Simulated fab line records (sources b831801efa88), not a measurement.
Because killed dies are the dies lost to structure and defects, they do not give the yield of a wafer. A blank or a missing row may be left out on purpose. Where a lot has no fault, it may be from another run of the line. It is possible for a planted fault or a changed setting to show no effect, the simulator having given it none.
The tool behind it: which one? || flow gf180mcu || 13 lots with 38 wafers sampled at 4 steps, on a route of 602 steps

## WHAT EACH GAUGE READ, for each wafer
GF_HV_LDD_TW_MEAS_50. Usual: HV_LDD_4_TW gives 567 (standard deviation 5.8).
{"lot": "L891", "measured": "day 12 08:22", "on": "film_metro-01", "HV_LDD_4_TW": "573 574", "flag": ""}
{"lot": "L894", "measured": "day 13 03:38", "on": "film_metro-04", "HV_LDD_4_TW": "568 570 568", "flag": ""}
{"lot": "L895", "measured": "day 13 15:43", "on": "film_metro-04", "HV_LDD_4_TW": "569 570 569", "flag": ""}
{"lot": "L896", "measured": "day 13 22:30", "on": "film_metro-01", "HV_LDD_4_TW": "570 567 571", "flag": ""}
{"lot": "L897", "measured": "day 14 08:13", "on": "film_metro-01", "HV_LDD_4_TW": "573 571 569", "flag": ""}
{"lot": "L901", "measured": "day 15 20:12", "on": "film_metro-03", "HV_LDD_4_TW": "860 864 862", "flag": "OFF"}
{"lot": "L902", "measured": "day 16 04:44", "on": "film_metro-03", "HV_LDD_4_TW": "862 859 858", "flag": "OFF"}
{"lot": "L909", "measured": "day 18 03:39", "on": "film_metro-01", "HV_LDD_4_TW": "573 573 573", "flag": ""}
{"lot": "L910", "measured": "day 18 18:19", "on": "film_metro-04", "HV_LDD_4_TW": "564 567 567", "flag": ""}
{"lot": "L911", "measured": "day 19 03:37", "on": "film_metro-01", "HV_LDD_4_TW": "569 574 571", "flag": ""}
{"lot": "L912", "measured": "day 19 17:39", "on": "film_metro-03", "HV_LDD_4_TW": "559 561 563", "flag": ""}
{"lot": "L913", "measured": "day 20 05:15", "on": "film_metro-01", "HV_LDD_4_TW": "572 575 572", "flag": ""}
{"lot": "L914", "measured": "day 20 05:53", "on": "film_metro-01", "HV_LDD_4_TW": "571 571 572", "flag": ""}

GF_V1_BOW_MEAS_05. Usual: V1_BOW gives 82 um (standard deviation 7.6).
{"lot": "L891", "measured": "day 17 01:31", "on": "film_metro-03", "V1_BOW (um)": "64 71", "flag": ""}
{"lot": "L894", "measured": "day 17 21:10", "on": "film_metro-04", "V1_BOW (um)": "80 93 79", "flag": ""}
{"lot": "L895", "measured": "day 18 12:17", "on": "film_metro-04", "V1_BOW (um)": "76 85 92", "flag": ""}
{"lot": "L896", "measured": "day 18 18:41", "on": "film_metro-04", "V1_BOW (um)": "86 80 83", "flag": ""}
{"lot": "L897", "measured": "day 19 06:23", "on": "film_metro-02", "V1_BOW (um)": "77 82 71", "flag": ""}
{"lot": "L901", "measured": "day 20 23:07", "on": "film_metro-04", "V1_BOW (um)": "88 81 88", "flag": ""}
{"lot": "L902", "measured": "day 21 08:24", "on": "film_metro-04", "V1_BOW (um)": "78 78 89", "flag": ""}
{"lot": "L909", "measured": "day 23 09:11", "on": "film_metro-02", "V1_BOW (um)": "82 89 84", "flag": ""}
{"lot": "L910", "measured": "day 24 02:50", "on": "film_metro-04", "V1_BOW (um)": "94 96 80", "flag": ""}
{"lot": "L911", "measured": "day 24 08:58", "on": "film_metro-03", "V1_BOW (um)": "75 75 77", "flag": ""}
{"lot": "L912", "measured": "day 24 22:56", "on": "film_metro-04", "V1_BOW (um)": "81 75 85", "flag": ""}
{"lot": "L913", "measured": "day 25 08:44", "on": "film_metro-03", "V1_BOW (um)": "87 80 87", "flag": ""}
{"lot": "L914", "measured": "day 25 10:19", "on": "film_metro-04", "V1_BOW (um)": "88 87 91", "flag": ""}

## TOOL THAT RAN EACH LOT (tool first, then ch and the chambers of the sampled wafers, then the start)
{"lot": "L891", "GF_HV_LDD_STRIP_37": "plasma_asher-01 ch 0, day 11 12:47", "GF_HV_LDD_IMPLANT_48": "implanter-01 ch 0, day 12 08:08"}
{"lot": "L894", "GF_HV_LDD_STRIP_37": "plasma_asher-02 ch 0,1, day 12 07:53", "GF_HV_LDD_IMPLANT_48": "implanter-03 ch 0, day 13 03:22"}
{"lot": "L895", "GF_HV_LDD_STRIP_37": "plasma_asher-01 ch 0,1, day 12 18:53", "GF_HV_LDD_IMPLANT_48": "implanter-04 ch 0, day 13 15:28"}
{"lot": "L896", "GF_HV_LDD_STRIP_37": "plasma_asher-03 ch 0,1, day 13 01:44", "GF_HV_LDD_IMPLANT_48": "implanter-04 ch 0, day 13 22:16"}
{"lot": "L897", "GF_HV_LDD_STRIP_37": "plasma_asher-01 ch 1, day 13 10:53", "GF_HV_LDD_IMPLANT_48": "implanter-03 ch 0, day 14 07:58"}
{"lot": "L901", "GF_HV_LDD_STRIP_37": "plasma_asher-01 ch 0,1, day 14 22:56", "GF_HV_LDD_IMPLANT_48": "implanter-04 ch 0, day 15 19:58"}
{"lot": "L902", "GF_HV_LDD_STRIP_37": "plasma_asher-03 ch 0,1, day 15 07:35", "GF_HV_LDD_IMPLANT_48": "implanter-04 ch 0, day 16 04:29"}
{"lot": "L909", "GF_HV_LDD_STRIP_37": "plasma_asher-01 ch 0,1, day 17 04:54", "GF_HV_LDD_IMPLANT_48": "implanter-01 ch 0, day 18 03:25"}
{"lot": "L910", "GF_HV_LDD_STRIP_37": "plasma_asher-03 ch 0,1, day 17 19:08", "GF_HV_LDD_IMPLANT_48": "implanter-04 ch 0, day 18 18:05"}
{"lot": "L911", "GF_HV_LDD_STRIP_37": "plasma_asher-02 ch 0,1, day 18 03:38", "GF_HV_LDD_IMPLANT_48": "implanter-01 ch 0, day 19 03:23"}
{"lot": "L912", "GF_HV_LDD_STRIP_37": "plasma_asher-01 ch 0,1, day 18 17:54", "GF_HV_LDD_IMPLANT_48": "implanter-04 ch 0, day 19 17:25"}
{"lot": "L913", "GF_HV_LDD_STRIP_37": "plasma_asher-03 ch 0,1, day 19 04:56", "GF_HV_LDD_IMPLANT_48": "implanter-04 ch 0, day 20 05:01"}
{"lot": "L914", "GF_HV_LDD_STRIP_37": "plasma_asher-02 ch 0,1, day 19 05:21", "GF_HV_LDD_IMPLANT_48": "implanter-03 ch 0, day 20 05:38"}
- GF_HV_LDD_STRIP_37: strips in O2/N2.
- GF_HV_LDD_IMPLANT_48

## WHAT THE TOOLS THEMSELVES READ (means of the sampled wafers that have a number; where no wafer has one, the mark that the record gives instead)
GF_HV_LDD_STRIP_37. Usual: drypump_motor_current_A 5.64 A, standard deviation 0.27; heater_power_w 373 W, standard deviation 72; o2_flow_sccm 3002 sccm, standard deviation 8.7; oes_product_au 0.716 a.u., standard deviation 0.0044; strip_time_to_endpoint_s 12.63 s, standard deviation 0.04.
{"lot": "L891", "tool": "plasma_asher-01", "drypump_motor_current_A (A)": 5.92, "heater_power_w (W)": 496, "o2_flow_sccm (sccm)": 2997, "oes_product_au (a.u.)": 0.719, "strip_time_to_endpoint_s (s)": 12.67, "flag": ""}
{"lot": "L894", "tool": "plasma_asher-02", "drypump_motor_current_A (A)": 5.75, "heater_power_w (W)": 315, "o2_flow_sccm (sccm)": 3010, "oes_product_au (a.u.)": 0.712, "strip_time_to_endpoint_s (s)": 12.62, "flag": ""}
{"lot": "L895", "tool": "plasma_asher-01", "drypump_motor_current_A (A)": 5.83, "heater_power_w (W)": 390, "o2_flow_sccm (sccm)": 3004, "oes_product_au (a.u.)": 0.714, "strip_time_to_endpoint_s (s)": 12.61, "flag": ""}
{"lot": "L896", "tool": "plasma_asher-03", "drypump_motor_current_A (A)": 5.34, "heater_power_w (W)": 350, "o2_flow_sccm (sccm)": 3001, "oes_product_au (a.u.)": 0.712, "strip_time_to_endpoint_s (s)": 12.57, "flag": ""}
{"lot": "L897", "tool": "plasma_asher-01", "drypump_motor_current_A (A)": 5.73, "heater_power_w (W)": 334, "o2_flow_sccm (sccm)": 3004, "oes_product_au (a.u.)": 0.719, "strip_time_to_endpoint_s (s)": 12.63, "flag": ""}
{"lot": "L901", "tool": "plasma_asher-01", "drypump_motor_current_A (A)": 5.86, "heater_power_w (W)": 447, "o2_flow_sccm (sccm)": 2997, "oes_product_au (a.u.)": 0.717, "strip_time_to_endpoint_s (s)": 12.66, "flag": ""}
{"lot": "L902", "tool": "plasma_asher-03", "drypump_motor_current_A (A)": 5.27, "heater_power_w (W)": 340, "o2_flow_sccm (sccm)": 3003, "oes_product_au (a.u.)": 0.716, "strip_time_to_endpoint_s (s)": 12.60, "flag": ""}
{"lot": "L909", "tool": "plasma_asher-01", "drypump_motor_current_A (A)": 5.86, "heater_power_w (W)": 449, "o2_flow_sccm (sccm)": 2997, "oes_product_au (a.u.)": 0.719, "strip_time_to_endpoint_s (s)": 12.68, "flag": ""}
{"lot": "L910", "tool": "plasma_asher-03", "drypump_motor_current_A (A)": 5.32, "heater_power_w (W)": 347, "o2_flow_sccm (sccm)": 3007, "oes_product_au (a.u.)": 0.713, "strip_time_to_endpoint_s (s)": 12.64, "flag": ""}
{"lot": "L911", "tool": "plasma_asher-02", "drypump_motor_current_A (A)": 5.76, "heater_power_w (W)": 323, "o2_flow_sccm (sccm)": 3003, "oes_product_au (a.u.)": 0.715, "strip_time_to_endpoint_s (s)": 12.66, "flag": ""}
{"lot": "L912", "tool": "plasma_asher-01", "drypump_motor_current_A (A)": 5.87, "heater_power_w (W)": 445, "o2_flow_sccm (sccm)": 3013, "oes_product_au (a.u.)": 0.714, "strip_time_to_endpoint_s (s)": 12.68, "flag": ""}
{"lot": "L913", "tool": "plasma_asher-03", "drypump_motor_current_A (A)": 5.29, "heater_power_w (W)": 336, "o2_flow_sccm (sccm)": 2991, "oes_product_au (a.u.)": 0.718, "strip_time_to_endpoint_s (s)": 12.71, "flag": ""}
{"lot": "L914", "tool": "plasma_asher-02", "drypump_motor_current_A (A)": 5.75, "heater_power_w (W)": 325, "o2_flow_sccm (sccm)": 3000, "oes_product_au (a.u.)": 0.711, "strip_time_to_endpoint_s (s)": 12.59, "flag": ""}

GF_HV_LDD_IMPLANT_48. Usual: dose_ions_cm2 3e+13, standard deviation 3.1e+10; faraday_current_uA 169, standard deviation 3.6.
{"lot": "L891", "tool": "implanter-01", "dose_ions_cm2": 3e+13, "faraday_current_uA": 165, "flag": ""}
{"lot": "L894", "tool": "implanter-03", "dose_ions_cm2": 3e+13, "faraday_current_uA": 170, "flag": ""}
{"lot": "L895", "tool": "implanter-04", "dose_ions_cm2": 3e+13, "faraday_current_uA": 170, "flag": ""}
{"lot": "L896", "tool": "implanter-04", "dose_ions_cm2": 3e+13, "faraday_current_uA": 169, "flag": ""}
{"lot": "L897", "tool": "implanter-03", "dose_ions_cm2": 3e+13, "faraday_current_uA": 170, "flag": ""}
{"lot": "L901", "tool": "implanter-04", "dose_ions_cm2": 1e+14, "faraday_current_uA": 661, "flag": "OFF"}
{"lot": "L902", "tool": "implanter-04", "dose_ions_cm2": 1e+14, "faraday_current_uA": 669, "flag": "OFF"}
{"lot": "L909", "tool": "implanter-01", "dose_ions_cm2": 3e+13, "faraday_current_uA": 164, "flag": ""}
{"lot": "L910", "tool": "implanter-04", "dose_ions_cm2": 3e+13, "faraday_current_uA": 170, "flag": ""}
{"lot": "L911", "tool": "implanter-01", "dose_ions_cm2": 3e+13, "faraday_current_uA": 168, "flag": ""}
{"lot": "L912", "tool": "implanter-04", "dose_ions_cm2": 3e+13, "faraday_current_uA": 170, "flag": ""}
{"lot": "L913", "tool": "implanter-04", "dose_ions_cm2": 3e+13, "faraday_current_uA": 168, "flag": ""}
{"lot": "L914", "tool": "implanter-03", "dose_ions_cm2": 3e+13, "faraday_current_uA": 166, "flag": ""}

## THE ANSWER, worked out from the rows above alone
Rule: lot off if the mean of its wafers having a number is beyond 3 standard deviations from the usual mean. Also off: a lot with no number at a reading for which 4 or more lots have one. Where the step has rows for the other lots, those lots are counted as sound. Order of review: gauges by route order, followed by the tools' own readings, for which a lot's mean as printed above is used. At the first step where some lot is off, the reading lying furthest off is the one used; lots without a number count as furthest.
Off: at GF_HV_LDD_TW_MEAS_50 (HV_LDD_4_TW), L901, L902.
A tool fits if, at a process step before that reading, it ran every lot that is off, and no sound lot after the first of them. Not tried: the gauges at GF_HV_LDD_TW_MEAS_50; whatever is off there is also off at GF_HV_LDD_IMPLANT_48, on other tools, and gauge error can't account for it. None of those tried fits.

## WHAT WAS PUT IN BY THE SIMULATOR
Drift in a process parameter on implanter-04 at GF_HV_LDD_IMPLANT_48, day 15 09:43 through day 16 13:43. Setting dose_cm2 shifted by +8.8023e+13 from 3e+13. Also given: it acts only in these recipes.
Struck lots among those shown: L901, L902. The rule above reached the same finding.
